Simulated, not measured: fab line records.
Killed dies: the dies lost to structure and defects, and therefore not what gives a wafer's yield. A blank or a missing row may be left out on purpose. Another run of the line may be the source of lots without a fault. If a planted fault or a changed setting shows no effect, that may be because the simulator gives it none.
fab line records	flow sky130
[record] lots = 7	wafers = 20	lastDay = 49
route steps=708 shown METAL2@495 VIA2@507 PAD_OPEN@708
lots that met no fault: taken from a fault-free run of the same line
startH: hours from the record's opening day to when the first of the lot's shown wafers began	waitH: hours since the lot's step before	" the same as in the row above	L1.1+2: a row that stands for several wafers	- no value, or no start given	* or withheld: withheld	< > ~ a bound
route shown NAME@n: NAME is a module with steps in the file, n the number in the route of the first one	usual: mean and standard deviation over wafers with no fault	same: alike in all rows	chamber/n: place in a boat	sites: readings site by site	_std_site: standard deviation of those values	_edge_site: the outer-site mean with the inner-site mean subtracted	radiusMm: for every site, how far away it sits from the centre of the wafer	mask NAME#n: copy n	behind: the last tool/chamber to shape the wafer	hold: why the lot went on hold/how many hours it stayed there/how the hold came to an end	device: the n, p or np transistor that did not switch	end of line: tests run on the same wafers once the route is complete	a step given without rows: its recipe and nothing more	killed: dies lost to structure and defects at the first sort, not the wafer's yield	map: the dies of a wafer, with x for killed, . for not killed, _ for no die there
set.NAME: setting as actually run; set.NAME@STEP: the setting as run at that earlier step	model.NAME: the simulator's own value behind a step, which no gauge read
lots at some steps of the route; a table a step, a row a wafer
services: the hour from which a tool's chamber was out of use, counted from the record's first day as startH (under 0 if before that day), plus the number of hours and why
[[steps]]
[step SKY_METAL2_EXPOSE_12]
[recipe] maskId = MM2	na = 0.8	sourceShape = annular	sigmaInner = 0.55	sigmaOuter = 0.85	targetCdNm = 140	doseMj = 28
[step SKY_METAL2_PEB_13]
[recipe] pebTempC = withheld	pebTimeS = withheld	resist = KrF-thick
[step SKY_METAL2_DEVELOP_14]
[recipe] developTimeS = 60	resist = KrF-thick	devTempC = 21
[step SKY_METAL2_CD_MEAS_15]
[recipe] targetCdNm = 140
[usual] cdNm = 139.7/1.7
lot.wafer	tool	chamber	startH	waitH	cdNm
L127.1	cdSem-01	-	834.02	-	139.5
L127.2	"	-	"	"	138.4
L127.3	"	-	"	"	139.3
L128.2	cdSem-01	-	838.86	-	138.8
L128.3	"	-	"	"	138.6
L128.6	"	-	"	"	138.6
L135.2	cdSem-02	-	904.80	-	138.7
L135.4	"	-	"	"	139.2
L135.6	"	-	"	"	138.8
L136.1	cdSem-01	-	917.62	-	139.0
L136.5	"	-	"	"	137.5
L136.6	"	-	"	"	138.0
L138.1	cdSem-01	-	924.67	-	140.7
L138.3	"	-	"	"	139.7
L138.6	"	-	"	"	140.2
L139.1	cdSem-02	-	932.83	-	137.1
L139.4	"	-	"	"	137.3
L139.6	"	-	"	"	136.3
L140.1	cdSem-02	-	936.22	-	139.7
L140.6	"	-	"	"	139.5
[step SKY_METAL2_OVL_MEAS_16]
[usual] METAL2_OVL = 1/4
lot.wafer	tool	chamber	startH	waitH	METAL2_OVL[nm]
L127.1	overlay-01	-	834.14	0.1	3
L127.2	"	-	"	"	-1
L127.3	"	-	"	"	0
L128.2	overlay-02	-	838.97	0.1	2
L128.3	"	-	"	"	-1
L128.6	"	-	"	"	-2
L135.2	overlay-02	-	904.90	0.1	3
L135.4	"	-	"	"	0
L135.6	"	-	"	"	-1
L136.1	overlay-02	-	917.74	0.1	7
L136.5	"	-	"	"	4
L136.6	"	-	"	"	1
L138.1	overlay-02	-	924.79	0.1	3
L138.3	"	-	"	"	3
L138.6	"	-	"	"	6
L139.1	overlay-01	-	932.95	0.1	-4
L139.4	"	-	"	"	-3
L139.6	"	-	"	"	3
L140.1	overlay-02	-	936.34	0.1	1
L140.6	"	-	"	"	-4
[step SKY_METAL2_DESCUM_17]
[recipe] chemistry = O2	sourcePowerW = 150	biasPowerW = 0	pressureMtorr = 10	tempC = 40	timeS = 8
[usual] drypumpMotorCurrentA = 5.8/0.49	oesProductAu = 1.002/0.011
lot.wafer	tool	chamber	startH	waitH	drypumpMotorCurrentA	oesProductAu	rfHoursCounterH
L127.1	rieMetal-03	0	834.18	0.0	5.3	0.997	1
L127.2	"	1	"	"	5.8	0.977	16
L127.3	"	1	"	"	5.8	0.989	-
L128.2	rieMetal-03	1	839.00	0.0	5.8	0.966	17
L128.3	"	0	"	"	5.3	0.999	-
L128.6	"	0	"	"	5.3	1.011	-
L135.2	rieMetal-01	1	904.93	0.0	5.8	0.998	9
L135.4	"	0	"	"	4.9	1.008	-
L135.6	"	1	"	"	5.7	0.996	-
L136.1	rieMetal-02	1	917.77	0.0	6.4	1.012	1
L136.5	"	1	"	"	6.4	1.013	-
L136.6	"	0	"	"	6.0	0.995	-
L138.1	rieMetal-02	1	924.82	0.0	6.4	1.014	2
L138.3	"	1	"	"	6.3	1.016	-
L138.6	"	1	"	"	6.4	1.010	-
L139.1	rieMetal-01	1	932.98	0.0	5.8	0.995	11
L139.4	"	0	"	"	4.9	1.010	-
L139.6	"	1	"	"	5.8	0.993	-
L140.1	rieMetal-02	1	936.37	0.0	6.3	1.008	3
L140.6	"	1	"	"	6.4	1.018	-
[step SKY_METAL2_ETCH_18]
[recipe] chemistry = N2/H2	target = BARC	ionEnergyEv = 200	biasW = 100	pressureMtorr = 30	n2FlowSccm = 100	h2FlowSccm = 200	icpW = 500	stopOn = SiO2	timeS = 45.9	targetDepthA = 600
[usual] drypumpMotorCurrentA = 5.8/0.49	oesProductAu = 0.855/0.0045	throttleValvePct = 13.224/0.0079
lot.wafer	tool	chamber	startH	waitH	drypumpMotorCurrentA	oesProductAu	rfHoursCounterH	throttleValvePct
L127.1	rieMetal-03	0	834.21	0.0	5.3	0.852	1	13.224
L127.2	"	1	"	"	5.8	0.859	16	13.223
L127.3	"	1	"	"	5.8	0.855	-	13.227
L128.2	rieMetal-03	1	839.03	0.0	5.8	0.848	17	13.233
L128.3	"	0	"	"	5.3	0.857	-	13.219
L128.6	"	0	"	"	5.3	0.851	-	13.231
L135.2	rieMetal-01	1	904.96	0.0	5.7	0.860	9	13.240
L135.4	"	0	"	"	4.9	0.853	-	13.214
L135.6	"	1	"	"	5.7	0.856	-	13.213
L136.1	rieMetal-02	1	917.80	0.0	6.4	0.848	1	13.227
L136.5	"	1	"	"	6.4	0.853	-	13.232
L136.6	"	0	"	"	6.0	0.849	-	13.231
L138.1	rieMetal-02	1	924.89	0.1	6.4	0.855	2	13.231
L138.3	"	1	"	"	6.4	0.852	-	13.225
L138.6	"	1	"	"	6.4	0.854	-	13.228
L139.1	rieMetal-01	1	933.01	0.0	5.8	0.849	11	13.224
L139.4	"	0	"	"	4.9	0.849	-	13.224
L139.6	"	1	"	"	5.8	0.855	-	13.219
L140.1	rieMetal-02	1	936.44	0.1	6.4	0.850	3	13.224
L140.6	"	1	"	"	6.4	0.856	-	13.235
[step SKY_METAL2_METAL_ETCH_19]
[recipe] targetDepthA = 3600	stopOn = SiO2	overEtchFrac = 0.3	timeS = 78	chemistry = Cl2/BCl3	resistSidewallDeg = 88	pressureMtorr = 10	icpW = 900	biasW = 48.5	Cl2_flow_sccm = 60	bcl3FlowSccm = 30
[usual] drypumpMotorCurrentA = 5.8/0.49	oesProductAu = 0.852/0.0066	throttleValvePct = 22.265/0.0093
[same] overEtchFrac = 0.3
lot.wafer	tool	chamber	startH	waitH	drypumpMotorCurrentA	oesProductAu	rfHoursCounterH	throttleValvePct
L127.1	rieMetal-03	0	834.27	0.0	5.3	0.849	1	22.273
L127.2	"	1	"	"	5.7	0.859	16	22.268
L127.3	"	1	"	"	5.8	0.843	-	22.265
L128.2	rieMetal-03	1	839.09	0.0	5.8	0.861	17	22.271
L128.3	"	0	"	"	5.3	0.857	-	22.258
L128.6	"	0	"	"	5.3	0.858	-	22.276
L135.2	rieMetal-01	1	905.03	0.0	5.7	0.837	9	22.258
L135.4	"	0	"	"	4.9	0.862	-	22.256
L135.6	"	1	"	"	5.7	0.857	-	22.272
L136.1	rieMetal-02	1	917.87	0.0	6.4	0.857	1	22.265
L136.5	"	1	"	"	6.4	0.853	-	22.257
L136.6	"	0	"	"	6.0	0.852	-	22.254
L138.1	rieMetal-02	1	925.01	0.1	6.4	0.847	2	22.251
L138.3	"	1	"	"	6.3	0.846	-	22.256
L138.6	"	1	"	"	6.3	0.844	-	22.250
L139.1	rieMetal-01	1	933.08	0.0	5.7	0.851	11	22.268
L139.4	"	0	"	"	4.9	0.855	-	22.258
L139.6	"	1	"	"	5.7	0.858	-	22.266
L140.1	rieMetal-02	1	936.56	0.1	6.4	0.845	3	22.254
L140.6	"	1	"	"	6.4	0.847	-	22.256
[step SKY_METAL2_STRIP_20]
[recipe] chemistry = O2/N2	powerW = 1400	pressureMtorr = 1500	platenTempC = withheld	o2FlowSccm = 3000	n2FlowSccm = 300	overashFraction = 0.5
[usual] drypumpMotorCurrentA = 5.68/0.26	oesProductAu = 0.343/0.005	stripTimeToEndpointS = 2.70/0.048
lot.wafer	tool	chamber	startH	waitH	drypumpMotorCurrentA	oesProductAu	rfHoursCounterH	stripTimeToEndpointS
L127.1	plasmaAsher-02	1	834.36	0.1	5.34	0.340	10	2.70
L127.2	"	0	"	"	6.07	0.341	10	2.78
L127.3	"	1	"	"	5.34	0.339	-	2.76
L128.2	plasmaAsher-02	0	839.18	0.1	6.04	0.349	11	2.83
L128.3	"	1	"	"	5.34	0.344	-	2.69
L128.6	"	0	"	"	6.05	0.338	-	2.68
L135.2	plasmaAsher-01	0	905.12	0.1	5.34	0.349	47	2.74
L135.4	"	0	"	"	5.34	0.335	-	2.68
L135.6	"	1	"	"	5.81	0.334	-	2.72
L136.1	plasmaAsher-04	1	917.96	0.1	5.84	0.349	81	2.69
L136.5	"	1	"	"	5.87	0.342	-	2.67
L136.6	"	0	"	"	5.69	0.345	-	2.72
L138.1	plasmaAsher-04	0	925.19	0.1	5.70	0.346	81	2.63
L138.3	"	1	"	"	5.86	0.350	-	2.66
L138.6	"	1	"	"	5.84	0.342	-	2.67
L139.1	plasmaAsher-02	0	933.17	0.1	6.06	0.336	20	2.71
L139.4	"	1	"	"	5.34	0.346	-	2.67
L139.6	"	0	"	"	6.05	0.343	-	2.69
L140.1	plasmaAsher-01	0	936.74	0.1	5.34	0.349	49	2.66
L140.6	"	1	"	"	5.82	0.335	-	2.65
[step SKY_METAL2_STRIP_21]
[recipe] chemistry = postEtchResidueRemover	timeS = 1200	tempC = 72.5
[step SKY_METAL2_CLEAN_22]
[recipe] chemistry = IPA	timeS = 180	tempC = 25
[step SKY_METAL2_CLEAN_23]
[recipe] chemistry = O3/DIW	dry = n2Spin
[step SKY_VIA2_HDPCVD_00]
[recipe] material = SiO2	targetThkNm = 1180	sigmaOpenFrac = 0.3	timeS = 196.7	tempC = 400	sih4FlowSccm = 60	pressureMtorr = 6
[usual] susceptorTempC = 399.98/0.19
lot.wafer	tool	chamber	startH	waitH	susceptorTempC	model.SiO2_of_VIA2_HDPCVD_00.thkNm
L127.1	hdpcvd-02	0	834.96	0.0	400.01	1176
L127.2	"	1	"	"	400.32	1201
L127.3	"	2	"	"	399.88	1200
L128.2	hdpcvd-01	0	839.82	0.0	399.75	1177
L128.3	"	2	"	"	400.08	1156
L128.6	"	1	"	"	399.69	1170
L135.2	hdpcvd-02	2	905.75	0.0	400.12	1184
L135.4	"	2	"	"	399.91	1192
L135.6	"	1	"	"	400.24	1194
L136.1	hdpcvd-02	2	918.64	0.0	399.71	1191
L136.5	"	1	"	"	400.23	1207
L136.6	"	2	"	"	399.99	1186
L138.1	hdpcvd-02	0	925.79	0.0	400.19	1536
L138.3	"	2	"	"	399.95	1191
L138.6	"	1	"	"	399.64	1197
L139.1	hdpcvd-02	2	933.76	0.0	399.88	1546
L139.4	"	0	"	"	399.50	1537
L139.6	"	2	"	"	399.94	1196
L140.1	hdpcvd-02	2	937.36	0.0	399.71	1550
L140.6	"	2	"	"	399.97	1183
[step SKY_VIA2_THK_MEAS_01]
[recipe] reads = SiO2_of_VIA2_HDPCVD_00
[usual] VIA2_HDPCVD_THK = 1182/15
lot.wafer	tool	chamber	startH	waitH	VIA2_HDPCVD_THK[nm]
L127.1	filmMetro-01	-	835.08	0.1	1177
L127.2	"	-	"	"	1202
L127.3	"	-	"	"	1200
L128.2	filmMetro-03	-	839.96	0.1	1178
L128.3	"	-	"	"	1155
L128.6	"	-	"	"	1171
L135.2	filmMetro-03	-	905.88	0.1	1184
L135.4	"	-	"	"	1192
L135.6	"	-	"	"	1195
L136.1	filmMetro-02	-	918.77	0.1	1192
L136.5	"	-	"	"	1207
L136.6	"	-	"	"	1186
L138.1	filmMetro-02	-	925.92	0.1	1536
L138.3	"	-	"	"	1190
L138.6	"	-	"	"	1198
L139.1	filmMetro-02	-	933.89	0.1	1547
L139.4	"	-	"	"	1538
L139.6	"	-	"	"	1197
L140.1	filmMetro-01	-	937.49	0.1	1550
L140.6	"	-	"	"	1182
[step SKY_VIA2_CMP_02]
[recipe] material = SiO2	downForcePsi = 4	platenRpm = 60	padVelocityMS = 0.94248
[usual] motorCurrentA = 11.8/1.2
lot.wafer	tool	chamber	startH	waitH	motorCurrentA
L127.2	cmp-01	3	835.14	0.0	13.8
L127.3	"	0	"	"	13.5
L127.1	"	2	"	"	10.9
L128.3	cmp-02	0	840.06	0.1	10.6
L128.2	"	1	"	"	11.0
L128.6	"	0	"	"	11.1
L135.4	cmp-02	0	906.16	0.2	11.2
L135.2	"	1	"	"	11.3
L135.6	"	3	"	"	11.2
L136.1	cmp-01	2	918.88	0.1	10.6
L136.6	"	1	"	"	10.7
L136.5	"	2	"	"	10.8
L138.1	cmp-02	1	926.08	0.1	11.1
L138.3	"	2	"	"	12.2
L138.6	"	0	"	"	11.0
L139.4	cmp-01	2	934.05	0.1	11.1
L139.1	"	3	"	"	14.6
L139.6	"	1	"	"	10.1
L140.1	cmp-01	3	937.65	0.1	13.2
L140.6	"	2	"	"	11.0
[step SKY_PAD_OPEN_PROBE_99]
[usual] defectLimitedYield = 82.3/1.9	killed_at_M0_to_M3 = 44/6.9	killed_at_M4_up = 3.3/2.1	killedAtContacts = 24/4.8	killedAtFrontEnd = 15/4.4	killedAtOther = 0.2/0.48	killedDies = 87/9.5	killedOpen = 48/6.5	killedShort = 39/6.3	sort_bin_3_pad_short = 0.9/0.48	sort_bin_5_function = 10.5/1.5	sort_bin_6_memory = 6.3/1.1	sortNPass = 405/9.5	sortYieldPct = 82.3/1.9
[same] grossDies = 492	killedAtBackSide = 0	sort_bin_4_leakage[%] = 0	sort_bin_8_speed[%] = 0
lot.wafer	tool	chamber	startH	waitH	defectLimitedYield[%]	killed_at_M0_to_M3	killed_at_M4_up	killedAtContacts	killedAtFrontEnd	killedAtOther	killedDies	killedOpen	killedShort	sort_bin_3_pad_short[%]	sort_bin_5_function[%]	sort_bin_6_memory[%]	sortNPass	sortYieldPct[%]
L128.2	prober-01	-	1089.45	0.1	81.9	40	5	36	8	0	89	47	42	1.0	11.0	6.1	403	81.9
L128.3	prober-01	-	1089.50	0.2	84.1	40	3	21	14	0	78	45	33	1.0	10.0	4.9	414	84.1
L128.6	prober-01	-	1089.65	0.2	81.5	49	2	27	13	0	91	47	44	0.8	11.4	6.3	401	81.5
L136.1	prober-01	-	1152.15	0.1	78.7	55	5	28	16	1	105	64	41	1.8	13.0	6.5	387	78.7
L136.5	prober-01	-	1152.35	0.2	80.9	46	7	27	14	0	94	60	34	0.8	12.0	6.3	398	80.9
L136.6	prober-01	-	1152.40	0.2	80.9	57	1	25	11	0	94	57	37	2.0	11.2	5.9	398	80.9
L139.1	prober-02	-	1161.16	0.1	82.3	52	2	23	10	0	87	49	38	0.8	11.4	5.5	405	82.3
L139.4	prober-02	-	1161.31	0.2	86.8	32	1	21	11	0	65	33	32	1.0	7.9	4.3	427	86.8
L139.6	prober-02	-	1161.41	0.2	83.1	39	4	23	17	0	83	43	40	0.4	11.8	4.7	409	83.1
// killed by level:class
L128.2 VIA1:geometricParticle:open=14 CONTACT:geometricParticle:open=11 LI_CONTACT:geometricParticle:open=8 CONTACT:geometricParticle:short=8 METAL1:geometricParticle:short=5 LI_CONTACT:geometricParticle:short=4 METAL2:geometricParticle:short=4 VIA3:geometricParticle:short=4
L128.3 VIA1:geometricParticle:open=8 CONTACT:geometricParticle:open=7 VIA3:geometricParticle:open=6 CONTACT:geometricParticle:short=6 POLY_GATE:geometricParticle:open=5 METAL1:geometricParticle:short=5 VIA2:geometricParticle:short=4 FIELD_ISO:geometricParticle:open=3
L128.6 LI_CONTACT:geometricParticle:open=9 METAL2:geometricParticle:short=9 VIA1:geometricParticle:open=8 CONTACT:geometricParticle:open=7 METAL1:geometricParticle:short=6 VIA2:geometricParticle:short=6 VIA1:geometricParticle:short=5 VIA3:geometricParticle:open=5
L136.1 LI_CONTACT:geometricParticle:open=12 VIA2:geometricParticle:open=12 CONTACT:geometricParticle:open=10 METAL2:geometricParticle:short=8 VIA1:geometricParticle:short=7 VIA1:geometricParticle:open=7 VIA3:geometricParticle:open=7 FIELD_ISO:geometricParticle:open=6
L136.5 VIA1:geometricParticle:open=18 VIA3:geometricParticle:open=9 CONTACT:geometricParticle:open=8 LI_CONTACT:geometricParticle:open=7 VIA2:geometricParticle:open=7 FIELD_ISO:geometricParticle:open=6 CONTACT:geometricParticle:short=6 FIELD_ISO:geometricParticle:short=5
L136.6 VIA1:geometricParticle:open=11 VIA2:geometricParticle:open=10 VIA3:geometricParticle:open=10 CONTACT:geometricParticle:open=9 LI_CONTACT:geometricParticle:open=8 METAL3:geometricParticle:short=6 LOCAL_INTERCONNECT:geometricParticle:short=5 POLY_GATE:geometricParticle:open=4
L139.1 VIA1:geometricParticle:open=11 VIA3:geometricParticle:open=10 CONTACT:geometricParticle:open=8 VIA2:geometricParticle:open=8 CONTACT:geometricParticle:short=7 VIA3:geometricParticle:short=6 VIA1:geometricParticle:short=5 LI_CONTACT:geometricParticle:open=4
L139.4 VIA2:geometricParticle:open=9 CONTACT:geometricParticle:open=8 CONTACT:geometricParticle:short=8 METAL1:geometricParticle:short=5 VIA3:geometricParticle:open=4 FIELD_ISO:geometricParticle:short=3 VIA1:geometricParticle:open=3 VIA2:geometricParticle:short=3
L139.6 METAL1:geometricParticle:short=9 FIELD_ISO:geometricParticle:open=7 VIA1:geometricParticle:open=7 LI_CONTACT:geometricParticle:open=6 CONTACT:geometricParticle:short=6 CONTACT:geometricParticle:open=6 METAL2:geometricParticle:short=6 VIA2:geometricParticle:open=5
[[services]]
tool	chamber	startH	hours	kind
cmp-01	-	814.98	0.9	repair
rieMetal-03	-	820.09	0.5	repair
rieMetal-02	-	830.88	2.8	pm
cmp-01	-	844.22	3.2	pm
rieMetal-01	-	852.71	0.6	repair
cmp-02	-	857.00	0.8	repair
hdpcvd-01	-	864.27	3.1	repair
rieMetal-02	1	868.71	-	clean
rieMetal-02	1	868.71	21.3	scheduledDown
rieMetal-02	1	868.71	21.3	ventCycle
rieMetal-03	1	886.46	-	clean
rieMetal-03	1	886.46	18.4	scheduledDown
rieMetal-03	1	886.46	18.4	ventCycle
rieMetal-01	1	891.75	7.3	repair
plasmaAsher-04	-	895.76	11.9	repair
hdpcvd-02	-	900.55	1.0	repair
cmp-02	-	912.00	4.0	pm
plasmaAsher-01	-	913.27	14.6	pm
rieMetal-02	0	920.84	-	clean
rieMetal-02	0	920.84	20.3	scheduledDown
rieMetal-02	0	920.84	20.3	ventCycle
hdpcvd-01	-	921.17	14.6	pm
plasmaAsher-02	-	930.14	2.8	repair
hdpcvd-01	-	936.11	0.2	repair
[[key]]
[firstSign] step = SKY_VIA2_THK_MEAS_01	reading = VIA2_HDPCVD_THK	direction = up	sigmas = 25	usual = 1182	struck = 1543
effect none on later readings
[modelEffect] step = SKY_VIA2_HDPCVD_00	value = SiO2_of_VIA2_HDPCVD_00.thkNm	without = 1184	struck = 1542
metAt SKY_VIA2_HDPCVD_00
struckWafers L138.1,L139.1,L139.4,L140.1
onsetBetween 918.64 925.79
[fault] kind = processParameterDrift	tool = hdpcvd-02	chamber = -	onsetH = 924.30	steps = SKY_VIA2_HDPCVD_00	channel = targetThkNm	offset = 358.26	shape = step	endH = 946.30	scope = struckWafersOnly	actsIn = theseRecipesOnly	stated = 1180
